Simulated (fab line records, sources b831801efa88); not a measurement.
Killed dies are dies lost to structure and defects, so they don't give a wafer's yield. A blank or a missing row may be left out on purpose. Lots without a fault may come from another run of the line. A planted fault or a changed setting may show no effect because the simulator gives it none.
Which tool did it? | flow gf180mcu | 6 lots, 18 wafers sampled, at 1 step of a route of 602

WHAT THE GAUGES READ, wafer by wafer
GF_M2_OVL_MEAS_15.
lot  | measured     | on         | M2_OVL (nm)
L634 | day 20 03:02 | overlay-02 | -8 3 1
L636 | day 20 22:48 | overlay-01 | 4 5 7
L645 | day 23 23:56 | overlay-01 | -6 -4 3
L647 | day 24 15:05 | overlay-01 | -6 -8 -4
L651 | day 26 03:53 | overlay-02 | -8 -6 -5
L653 | day 26 09:23 | overlay-01 | -3 -1 -5

WHICH TOOL RAN EACH LOT (tool, then ch and the chambers of the sampled wafers, then the start)
The record holds no process step before these readings.

THE ANSWER, worked out from the rows above alone
Rule: what is usual is taken from the lots themselves. Put in order of their means at a reading, lots are off if they are a third of the lots or fewer, leave a main group of 4 or more, and stand apart from it by a gap of 3 or more times the standard deviation of the main group's means; of several such gaps the widest counts. A main group whose means are all the same, to the digits that the tables above print for the reading, isn't used. A lot without any number at a reading at which 4 lots or more have one is off too. The other lots that the step has rows for count as sound.
Off: L636, at GF_M2_OVL_MEAS_15 (M2_OVL). The main group: mean -4 nm, standard deviation 2.
A tool fits if, at a process step before that reading, it ran every lot that is off, and no sound lot after the first of them. The gauges at GF_M2_OVL_MEAS_15 are tried like those tools. None of those tried fits.

WHAT THE SIMULATOR HAD PUT IN
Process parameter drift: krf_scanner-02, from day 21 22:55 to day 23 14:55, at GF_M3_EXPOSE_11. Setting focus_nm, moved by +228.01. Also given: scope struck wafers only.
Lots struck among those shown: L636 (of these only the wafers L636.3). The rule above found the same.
